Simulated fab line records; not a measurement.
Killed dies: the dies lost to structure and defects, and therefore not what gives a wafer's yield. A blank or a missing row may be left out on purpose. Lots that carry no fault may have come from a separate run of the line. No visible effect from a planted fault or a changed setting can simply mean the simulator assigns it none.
fab line records	flow gf180mcu	part 1 of 2: steps 1 to 32 of 44
record lots=5	wafers=15	last_day=33
route steps=602 shown NWELL@42 LVPWELL@54 MVSD@66 MVPSD@78
lots with no fault: from the same line, run without faults
start_h: hours from the record's first day to the start of the lot's first wafer shown	wait_h: hours since the lot's step before	" unchanged from the row above	L1.1+2: one row covering several wafers at once	- value missing, or start not given	* or withheld: withheld	< > ~ a bound
route shown NAME@n: a module of which the file shows steps, and the number in the route of the first	usual: the fault-free wafers' mean and standard deviation	same: alike in all rows	chamber/n: place in a boat	sites: per-site readings	_std_site: the standard deviation of these	_edge_site: the outer-site mean with the inner-site mean subtracted	radius_mm: how far each site lies from the wafer's centre	mask NAME#n: copy n	behind: tool/chamber where the wafer was last shaped	hold: what put the lot on hold/how long, in hours/how the hold closed	device: the transistor (n, p or np) that didn't switch	end of line: the same wafers' tests at the end of the route	for a step that has no rows: nothing shown but its recipe	killed: at the first sort, the dies lost to defects and structure; wafer yield is something else	map: shows each die of a wafer: x if killed, . if not, _ if none is there
set.NAME: the setting as run; set.NAME@STEP: as run at that earlier step	model.NAME: the simulator's own value behind a step, which no gauge read
lots at selected steps of the route; one table per step, one row per wafer
services: the hour from which a tool's chamber was out of use, counted from the record's first day as start_h (under 0 if before that day), plus the number of hours and why
## steps
# step GF_NWELL_DEHYDRATE_00
# recipe temp_c=200	time_s=60
lot.wafer	tool	chamber	start_h	wait_h
L074.1+2+6	litho_track-02	0	47.37	5.5
L076.3+4+5	litho_track-02	0	57.82	5.4
L079.2+3+4	litho_track-04	0	78.48	6.2
L089.2+5+6	litho_track-02	0	130.24	6.8
L094.2+4+5	litho_track-04	0	156.43	7.4
# step GF_NWELL_HMDS_01
# recipe prime_time_s=60	prime_temp_c=120
lot.wafer	tool	chamber	start_h	wait_h
L074.1+2+6	litho_track-02	0	47.52	0.1
L076.3+4+5	litho_track-02	0	57.97	0.1
L079.2+3+4	litho_track-04	0	78.63	0.1
L089.2+5+6	litho_track-02	0	130.39	0.1
L094.2+4+5	litho_track-04	0	156.58	0.1
# step GF_NWELL_COAT_02
# recipe spin_rpm=2000	resist_thk_nm=3000
# usual dispense_pressure_kPa=47/5.3
lot.wafer	tool	chamber	start_h	wait_h	dispense_pressure_kPa
L074.1	litho_track-02	0	47.67	0.1	41
L074.2	"	0	"	"	41
L074.6	"	0	"	"	41
L076.3	litho_track-02	0	58.12	0.1	41
L076.4	"	0	"	"	41
L076.5	"	0	"	"	41
L079.2	litho_track-04	0	78.78	0.1	47
L079.3	"	0	"	"	47
L079.4	"	0	"	"	47
L089.2	litho_track-02	0	130.54	0.1	41
L089.5	"	0	"	"	41
L089.6	"	0	"	"	41
L094.2	litho_track-04	0	156.73	0.1	47
L094.4	"	0	"	"	47
L094.5	"	0	"	"	47
# step GF_NWELL_SOFTBAKE_03
# recipe temp_c=110	time_s=withheld
lot.wafer	tool	chamber	start_h	wait_h
L074.1+2+6	litho_track-02	0	47.82	0.1
L076.3+4+5	litho_track-02	0	58.28	0.1
L079.2+3+4	litho_track-04	0	78.94	0.1
L089.2+5+6	litho_track-02	0	130.70	0.1
L094.2+4+5	litho_track-04	0	156.89	0.1
# step GF_NWELL_EXPOSE_04
# recipe mask_id=Nwell	target_cd_nm=860	na=0.6	source_shape=conventional	sigma_outer=0.6	dose_mj=260
# usual exposure_dose_mJ_cm2=260.00/0.24	focus_offset_nm=0.2/0.51
lot.wafer	tool	chamber	start_h	wait_h	mask	exposure_dose_mJ_cm2	focus_offset_nm
L074.1	iline_stepper-01	0	-	-	Nwell#0	259.98	-0.1
L074.2	"	0	"	"	Nwell#0	259.92	-0.1
L074.6	"	0	"	"	Nwell#0	260.06	-0.5
L076.3	iline_stepper-02	0	-	-	Nwell#0	259.53	-0.2
L076.4	"	0	"	"	Nwell#0	260.10	-0.3
L076.5	"	0	"	"	Nwell#0	259.98	-0.4
L079.2	iline_stepper-02	0	-	-	Nwell#0	259.81	0.2
L079.3	"	0	"	"	Nwell#0	259.75	0.5
L079.4	"	0	"	"	Nwell#0	259.83	0.0
L089.2	iline_stepper-02	0	-	-	Nwell#0	260.12	0.0
L089.5	"	0	"	"	Nwell#0	260.15	-1.1
L089.6	"	0	"	"	Nwell#0	260.13	-1.2
L094.2	iline_stepper-02	0	-	-	Nwell#0	259.48	0.4
L094.4	"	0	"	"	Nwell#0	259.55	0.4
L094.5	"	0	"	"	Nwell#0	259.96	0.8
# step GF_NWELL_PEB_05
# recipe temp_c=115	time_s=withheld
lot.wafer	tool	chamber	start_h	wait_h
L074.1+2+6	litho_track-02	0	-	-
L076.3+4+5	litho_track-02	0	-	-
L079.2+3+4	litho_track-04	0	-	-
L089.2+5+6	litho_track-02	0	-	-
L094.2+4+5	litho_track-04	0	-	-
# step GF_NWELL_DEVELOP_06
# recipe wall_angle_deg=90	develop_time_s=60	dev_temp_c=23
lot.wafer	tool	chamber	start_h	wait_h
L074.1+2+6	litho_track-02	0	-	-
L076.3+4+5	litho_track-02	0	-	-
L079.2+3+4	litho_track-04	0	-	-
L089.2+5+6	litho_track-02	0	-	-
L094.2+4+5	litho_track-04	0	-	-
# step GF_NWELL_OVL_MEAS_07
# usual NWELL_OVL=0.7/1.3
lot.wafer	tool	chamber	start_h	wait_h	NWELL_OVL[nm]
L074.1	overlay-01	-	53.87	-	-1.3
L074.2	"	-	"	"	0.8
L074.6	"	-	"	"	-0.1
L076.3	overlay-01	-	64.13	-	1.6
L076.4	"	-	"	"	1.5
L076.5	"	-	"	"	1.0
L079.2	overlay-01	-	85.06	-	1.3
L079.3	"	-	"	"	2.1
L079.4	"	-	"	"	1.4
L089.2	overlay-01	-	139.02	-	0.4
L089.5	"	-	"	"	2.1
L089.6	"	-	"	"	1.8
L094.2	overlay-02	-	164.86	-	0.5
L094.4	"	-	"	"	0.4
L094.5	"	-	"	"	0.2
# step GF_NWELL_IMPLANT_08
# recipe species=P	energy_kev=450	dose_cm2=1.5e+13	tilt_deg=0
# usual tilt_deg=0.003/0.02
lot.wafer	tool	chamber	start_h	wait_h	tilt_deg
L074.1	implanter-01	0	53.90	0.0	0.016
L074.2	"	0	"	"	-0.001
L074.6	"	0	"	"	-0.007
L076.3	implanter-04	0	64.20	0.1	0.019
L076.4	"	0	"	"	0.017
L076.5	"	0	"	"	-0.032
L079.2	implanter-04	0	85.12	0.0	-0.001
L079.3	"	0	"	"	0.030
L079.4	"	0	"	"	0.012
L089.2	implanter-01	0	139.08	0.0	0.006
L089.5	"	0	"	"	0.015
L089.6	"	0	"	"	0.000
L094.2	implanter-01	0	164.92	0.0	-0.025
L094.4	"	0	"	"	-0.018
L094.5	"	0	"	"	-0.006
# step GF_NWELL_IMPLANT_09
# recipe species=P	energy_kev=160	dose_cm2=4e+12	tilt_deg=0
# usual tilt_deg=0.005/0.018
lot.wafer	tool	chamber	start_h	wait_h	tilt_deg
L074.1	implanter-01	0	54.05	0.1	-0.007
L074.2	"	0	"	"	-0.029
L074.6	"	0	"	"	0.000
L076.3	implanter-04	0	64.35	0.1	-0.002
L076.4	"	0	"	"	0.021
L076.5	"	0	"	"	-0.026
L079.2	implanter-04	0	85.27	0.1	0.011
L079.3	"	0	"	"	0.003
L079.4	"	0	"	"	0.001
L089.2	implanter-01	0	139.23	0.1	0.017
L089.5	"	0	"	"	0.028
L089.6	"	0	"	"	0.032
L094.2	implanter-01	0	165.07	0.1	0.005
L094.4	"	0	"	"	0.006
L094.5	"	0	"	"	0.008
# step GF_NWELL_STRIP_10
# recipe chemistry=O2/N2	power_w=1400	pressure_mtorr=1500	platen_temp_c=250	o2_flow_sccm=3000	n2_flow_sccm=300	overash_fraction=0.5
# usual drypump_motor_current_A=5.7/0.39	heater_power_w=331/52	oes_product_au=0.722/0.0043	strip_time_to_endpoint_s=36.92/0.094
lot.wafer	tool	chamber	start_h	wait_h	drypump_motor_current_A	heater_power_w	oes_product_au	rf_hours_counter_h	strip_time_to_endpoint_s
L074.1	plasma_asher-02	0	54.20	0.1	5.8	294	0.718	39	36.89
L074.2	"	1	"	"	6.0	292	0.726	39	36.90
L074.6	"	1	"	"	6.0	303	0.726	-	37.03
L076.3	plasma_asher-02	0	64.49	0.1	5.8	295	0.721	-	36.78
L076.4	"	1	"	"	6.0	292	0.719	-	36.77
L076.5	"	1	"	"	6.0	297	0.716	-	36.82
L079.2	plasma_asher-02	0	85.39	0.1	5.8	296	0.719	41	36.75
L079.3	"	1	"	"	6.0	296	0.720	-	36.93
L079.4	"	0	"	"	5.9	289	0.711	-	36.75
L089.2	plasma_asher-03	0	139.35	0.1	5.7	435	0.720	50	37.04
L089.5	"	0	"	"	5.7	434	0.729	-	36.93
L089.6	"	1	"	"	5.5	335	0.728	-	36.95
L094.2	plasma_asher-03	1	165.19	0.1	5.5	331	0.725	53	37.02
L094.4	"	0	"	"	5.7	428	0.724	-	37.04
L094.5	"	1	"	"	5.5	327	0.725	-	36.99
# step GF_NWELL_TW_MEAS_11
# usual NWELL_TW=1574/9.3
lot.wafer	tool	chamber	start_h	wait_h	NWELL_TW
L074.1	film_metro-03	-	54.30	0.1	1568
L074.2	"	-	"	"	1569
L074.6	"	-	"	"	1575
L076.3	film_metro-02	-	64.57	0.1	1577
L076.4	"	-	"	"	1580
L076.5	"	-	"	"	1575
L079.2	film_metro-04	-	85.50	0.1	1582
L079.3	"	-	"	"	1573
L079.4	"	-	"	"	1576
L089.2	film_metro-03	-	139.46	0.1	1562
L089.5	"	-	"	"	1562
L089.6	"	-	"	"	1565
L094.2	film_metro-02	-	165.30	0.1	1586
L094.4	"	-	"	"	1580
L094.5	"	-	"	"	1583
# step GF_LVPWELL_DEHYDRATE_00
# recipe temp_c=200	time_s=60
lot.wafer	tool	chamber	start_h	wait_h
L074.1+2+6	litho_track-04	0	59.71	5.4
L076.3+4+5	litho_track-04	0	69.61	5.0
L079.2+3+4	litho_track-04	0	91.93	6.4
L089.2+5+6	litho_track-03	0	146.72	7.2
L094.2+4+5	litho_track-04	0	172.43	7.1
# step GF_LVPWELL_HMDS_01
# recipe prime_time_s=60	prime_temp_c=120
lot.wafer	tool	chamber	start_h	wait_h
L074.1+2+6	litho_track-04	0	59.86	0.1
L076.3+4+5	litho_track-04	0	69.76	0.1
L079.2+3+4	litho_track-04	0	92.08	0.1
L089.2+5+6	litho_track-03	0	146.87	0.1
L094.2+4+5	litho_track-04	0	172.58	0.1
# step GF_LVPWELL_COAT_02
# recipe spin_rpm=2000	resist_thk_nm=3000
# usual dispense_pressure_kPa=47/3.6
lot.wafer	tool	chamber	start_h	wait_h	dispense_pressure_kPa
L074.1	litho_track-04	0	60.01	0.1	47
L074.2	"	0	"	"	47
L074.6	"	0	"	"	47
L076.3	litho_track-04	0	69.91	0.1	47
L076.4	"	0	"	"	47
L076.5	"	0	"	"	47
L079.2	litho_track-04	0	92.23	0.1	47
L079.3	"	0	"	"	47
L079.4	"	0	"	"	47
L089.2	litho_track-03	0	147.02	0.1	51
L089.5	"	0	"	"	51
L089.6	"	0	"	"	51
L094.2	litho_track-04	0	172.73	0.1	47
L094.4	"	0	"	"	47
L094.5	"	0	"	"	47
# step GF_LVPWELL_SOFTBAKE_03
# recipe temp_c=110	time_s=withheld
lot.wafer	tool	chamber	start_h	wait_h
L074.1+2+6	litho_track-04	0	60.16	0.1
L076.3+4+5	litho_track-04	0	70.08	0.1
L079.2+3+4	litho_track-04	0	92.39	0.1
L089.2+5+6	litho_track-03	0	147.18	0.1
L094.2+4+5	litho_track-04	0	172.89	0.1
# step GF_LVPWELL_EXPOSE_04
# recipe mask_id=LVPWELL	target_cd_nm=600	na=0.6	source_shape=conventional	sigma_outer=0.6	dose_mj=260
# usual exposure_dose_mJ_cm2=260.02/0.29	focus_offset_nm=0.0/0.56
lot.wafer	tool	chamber	start_h	wait_h	mask	exposure_dose_mJ_cm2	focus_offset_nm
L074.1	iline_stepper-01	0	-	-	LVPWELL#0	259.83	1.3
L074.2	"	0	"	"	LVPWELL#0	260.16	0.9
L074.6	"	0	"	"	LVPWELL#0	260.45	0.7
L076.3	iline_stepper-02	0	-	-	LVPWELL#0	259.93	-0.8
L076.4	"	0	"	"	LVPWELL#0	260.14	-0.4
L076.5	"	0	"	"	LVPWELL#0	260.32	-0.7
L079.2	iline_stepper-01	0	-	-	LVPWELL#0	259.75	-0.3
L079.3	"	0	"	"	LVPWELL#0	259.76	0.8
L079.4	"	0	"	"	LVPWELL#0	259.63	0.7
L089.2	iline_stepper-01	0	-	-	LVPWELL#0	260.02	0.7
L089.5	"	0	"	"	LVPWELL#0	260.34	0.3
L089.6	"	0	"	"	LVPWELL#0	260.15	0.7
L094.2	iline_stepper-01	0	-	-	LVPWELL#0	260.08	-0.3
L094.4	"	0	"	"	LVPWELL#0	259.75	0.2
L094.5	"	0	"	"	LVPWELL#0	259.78	0.0
# step GF_LVPWELL_PEB_05
# recipe temp_c=115	time_s=withheld
lot.wafer	tool	chamber	start_h	wait_h
L074.1+2+6	litho_track-02	0	-	-
L076.3+4+5	litho_track-04	0	-	-
L079.2+3+4	litho_track-02	0	-	-
L089.2+5+6	litho_track-03	0	-	-
L094.2+4+5	litho_track-04	0	-	-
# step GF_LVPWELL_DEVELOP_06
# recipe wall_angle_deg=90	develop_time_s=60	dev_temp_c=23
lot.wafer	tool	chamber	start_h	wait_h
L074.1+2+6	litho_track-02	0	-	-
L076.3+4+5	litho_track-04	0	-	-
L079.2+3+4	litho_track-02	0	-	-
L089.2+5+6	litho_track-03	0	-	-
L094.2+4+5	litho_track-04	0	-	-
# step GF_LVPWELL_OVL_MEAS_07
# usual LVPWELL_OVL=1.2/1.4
lot.wafer	tool	chamber	start_h	wait_h	LVPWELL_OVL[nm]
L074.1	overlay-01	-	66.47	-	0.0
L074.2	"	-	"	"	2.3
L074.6	"	-	"	"	1.8
L076.3	overlay-01	-	76.62	-	1.8
L076.4	"	-	"	"	1.0
L076.5	"	-	"	"	0.7
L079.2	overlay-01	-	99.47	-	4.1
L079.3	"	-	"	"	1.9
L079.4	"	-	"	"	1.5
L089.2	overlay-02	-	155.50	-	0.2
L089.5	"	-	"	"	-2.9
L089.6	"	-	"	"	-2.1
L094.2	overlay-02	-	180.91	-	2.6
L094.4	"	-	"	"	2.5
L094.5	"	-	"	"	0.6
# step GF_LVPWELL_IMPLANT_08
# recipe species=B	energy_kev=170	dose_cm2=1.5e+13	tilt_deg=0
# usual tilt_deg=0.001/0.019
lot.wafer	tool	chamber	start_h	wait_h	tilt_deg
L074.1	implanter-02	0	66.50	0.0	0.005
L074.2	"	0	"	"	0.029
L074.6	"	0	"	"	0.015
L076.3	implanter-03	0	76.69	0.1	0.019
L076.4	"	0	"	"	0.042
L076.5	"	0	"	"	0.024
L079.2	implanter-04	0	99.53	0.0	-0.011
L079.3	"	0	"	"	-0.005
L079.4	"	0	"	"	0.033
L089.2	implanter-04	0	155.55	0.0	-0.020
L089.5	"	0	"	"	0.015
L089.6	"	0	"	"	0.009
L094.2	implanter-02	0	180.97	0.0	0.007
L094.4	"	0	"	"	0.023
L094.5	"	0	"	"	0.027
# step GF_LVPWELL_IMPLANT_09
# recipe species=B	energy_kev=60	dose_cm2=5e+12	tilt_deg=0
# usual tilt_deg=-0.006/0.02
lot.wafer	tool	chamber	start_h	wait_h	tilt_deg
L074.1	implanter-02	0	66.65	0.1	-0.041
L074.2	"	0	"	"	-0.019
L074.6	"	0	"	"	-0.032
L076.3	implanter-03	0	76.84	0.1	-0.030
L076.4	"	0	"	"	-0.015
L076.5	"	0	"	"	-0.023
L079.2	implanter-04	0	99.68	0.1	-0.039
L079.3	"	0	"	"	-0.002
L079.4	"	0	"	"	-0.021
L089.2	implanter-04	0	155.70	0.1	-0.008
L089.5	"	0	"	"	0.001
L089.6	"	0	"	"	0.015
L094.2	implanter-02	0	181.12	0.1	-0.008
L094.4	"	0	"	"	-0.013
L094.5	"	0	"	"	0.000
# step GF_LVPWELL_STRIP_10
# recipe chemistry=O2/N2	power_w=1400	pressure_mtorr=1500	platen_temp_c=250	o2_flow_sccm=3000	n2_flow_sccm=300	overash_fraction=0.5
# usual drypump_motor_current_A=5.5/0.55	heater_power_w=299/20	oes_product_au=0.722/0.0049	strip_time_to_endpoint_s=36.94/0.11
lot.wafer	tool	chamber	start_h	wait_h	drypump_motor_current_A	heater_power_w	oes_product_au	rf_hours_counter_h	strip_time_to_endpoint_s
L074.1	plasma_asher-04	0	66.80	0.1	6.0	314	0.721	27	36.91
L074.2	"	1	"	"	4.8	297	0.720	27	36.89
L074.6	"	0	"	"	6.1	322	0.733	-	36.89
L076.3	plasma_asher-01	0	76.98	0.1	4.8	324	0.721	-	36.90
L076.4	"	1	"	"	5.7	273	0.728	-	36.88
L076.5	"	1	"	"	5.7	267	0.724	-	37.02
L079.2	plasma_asher-02	1	99.80	0.1	6.0	292	0.720	43	36.71
L079.3	"	0	"	"	5.9	304	0.719	-	36.84
L079.4	"	1	"	"	6.0	290	0.727	-	36.74
L089.2	plasma_asher-04	0	155.83	0.1	6.0	313	0.721	37	36.83
L089.5	"	1	"	"	4.8	296	0.724	-	37.01
L089.6	"	0	"	"	6.0	315	0.717	-	36.89
L094.2	plasma_asher-02	1	181.24	0.1	6.0	295	0.729	50	36.91
L094.4	"	1	"	"	6.0	290	0.721	-	37.04
L094.5	"	0	"	"	5.9	289	0.718	-	36.80
# step GF_LVPWELL_TW_MEAS_11
# usual LVPWELL_TW=560/4.2
lot.wafer	tool	chamber	start_h	wait_h	LVPWELL_TW
L074.1	film_metro-02	-	66.90	0.1	562
L074.2	"	-	"	"	566
L074.6	"	-	"	"	561
L076.3	film_metro-03	-	77.06	0.1	560
L076.4	"	-	"	"	558
L076.5	"	-	"	"	559
L079.2	film_metro-04	-	99.91	0.1	568
L079.3	"	-	"	"	568
L079.4	"	-	"	"	571
L089.2	film_metro-03	-	155.94	0.1	557
L089.5	"	-	"	"	557
L089.6	"	-	"	"	560
L094.2	film_metro-02	-	181.35	0.1	563
L094.4	"	-	"	"	561
L094.5	"	-	"	"	561
# step GF_MVSD_DEHYDRATE_00
# recipe temp_c=200	time_s=60
lot.wafer	tool	chamber	start_h	wait_h
L074.1+2+6	litho_track-01	0	72.51	5.6
L076.3+4+5	litho_track-01	0	83.06	6.0
L079.2+3+4	litho_track-01	0	106.93	7.0
L089.2+5+6	litho_track-01	0	163.68	7.7
L094.2+4+5	litho_track-01	0	189.38	8.0
# step GF_MVSD_HMDS_01
# recipe prime_time_s=60	prime_temp_c=120
lot.wafer	tool	chamber	start_h	wait_h
L074.1+2+6	litho_track-01	0	72.66	0.1
L076.3+4+5	litho_track-01	0	83.21	0.1
L079.2+3+4	litho_track-01	0	107.08	0.1
L089.2+5+6	litho_track-01	0	163.83	0.1
L094.2+4+5	litho_track-01	0	189.53	0.1
# step GF_MVSD_COAT_02
# recipe spin_rpm=2000	resist_thk_nm=3000
# same dispense_pressure_kPa=55
lot.wafer	tool	chamber	start_h	wait_h
L074.1+2+6	litho_track-01	0	72.81	0.1
L076.3+4+5	litho_track-01	0	83.36	0.1
L079.2+3+4	litho_track-01	0	107.23	0.1
L089.2+5+6	litho_track-01	0	163.98	0.1
L094.2+4+5	litho_track-01	0	189.68	0.1
# step GF_MVSD_SOFTBAKE_03
# recipe temp_c=110	time_s=withheld
lot.wafer	tool	chamber	start_h	wait_h
L074.1+2+6	litho_track-01	0	72.96	0.1
L076.3+4+5	litho_track-01	0	83.52	0.1
L079.2+3+4	litho_track-01	0	107.39	0.1
L089.2+5+6	litho_track-01	0	164.14	0.1
L094.2+4+5	litho_track-01	0	189.84	0.1
# step GF_MVSD_EXPOSE_04
# recipe mask_id=MVSD	target_cd_nm=1000	na=0.6	source_shape=conventional	sigma_outer=0.6	dose_mj=260
# usual exposure_dose_mJ_cm2=260.04/0.25	focus_offset_nm=0.0/0.55
lot.wafer	tool	chamber	start_h	wait_h	mask	exposure_dose_mJ_cm2	focus_offset_nm
L074.1	iline_stepper-01	0	-	-	MVSD#0	259.97	-0.1
L074.2	"	0	"	"	MVSD#0	259.81	0.0
L074.6	"	0	"	"	MVSD#0	259.94	-0.1
L076.3	iline_stepper-02	0	-	-	MVSD#0	259.76	-0.6
L076.4	"	0	"	"	MVSD#0	260.14	-0.3
L076.5	"	0	"	"	MVSD#0	259.30	0.0
L079.2	iline_stepper-01	0	-	-	MVSD#0	260.25	0.5
L079.3	"	0	"	"	MVSD#0	260.09	-0.2
L079.4	"	0	"	"	MVSD#0	260.04	0.4
L089.2	iline_stepper-02	0	-	-	MVSD#0	260.11	-0.6
L089.5	"	0	"	"	MVSD#0	259.97	0.0
L089.6	"	0	"	"	MVSD#0	260.01	-0.2
L094.2	iline_stepper-01	0	-	-	MVSD#0	259.59	-0.3
L094.4	"	0	"	"	MVSD#0	260.23	-0.5
L094.5	"	0	"	"	MVSD#0	259.85	-0.6
# step GF_MVSD_PEB_05
# recipe temp_c=115	time_s=withheld
lot.wafer	tool	chamber	start_h	wait_h
L074.1+2+6	litho_track-04	0	-	-
L076.3+4+5	litho_track-04	0	-	-
L079.2+3+4	litho_track-04	0	-	-
L089.2+5+6	litho_track-01	0	-	-
L094.2+4+5	litho_track-01	0	-	-
# step GF_MVSD_DEVELOP_06
# recipe wall_angle_deg=90	develop_time_s=60	dev_temp_c=23
lot.wafer	tool	chamber	start_h	wait_h
L074.1+2+6	litho_track-04	0	-	-
L076.3+4+5	litho_track-04	0	-	-
L079.2+3+4	litho_track-04	0	-	-
L089.2+5+6	litho_track-01	0	-	-
L094.2+4+5	litho_track-01	0	-	-
# step GF_MVSD_OVL_MEAS_07
# usual MVSD_OVL=0.6/1.4
lot.wafer	tool	chamber	start_h	wait_h	MVSD_OVL[nm]
L074.1	overlay-02	-	80.06	-	-0.4
L074.2	"	-	"	"	1.4
L074.6	"	-	"	"	-1.7
L076.3	overlay-02	-	90.02	-	-0.3
L076.4	"	-	"	"	-1.2
L076.5	"	-	"	"	0.2
L079.2	overlay-02	-	114.21	-	1.4
L079.3	"	-	"	"	-0.4
L079.4	"	-	"	"	1.6
L089.2	overlay-02	-	172.31	-	2.4
L089.5	"	-	"	"	1.0
L089.6	"	-	"	"	0.8
L094.2	overlay-02	-	198.21	-	-3.4
L094.4	"	-	"	"	0.7
L094.5	"	-	"	"	-0.9
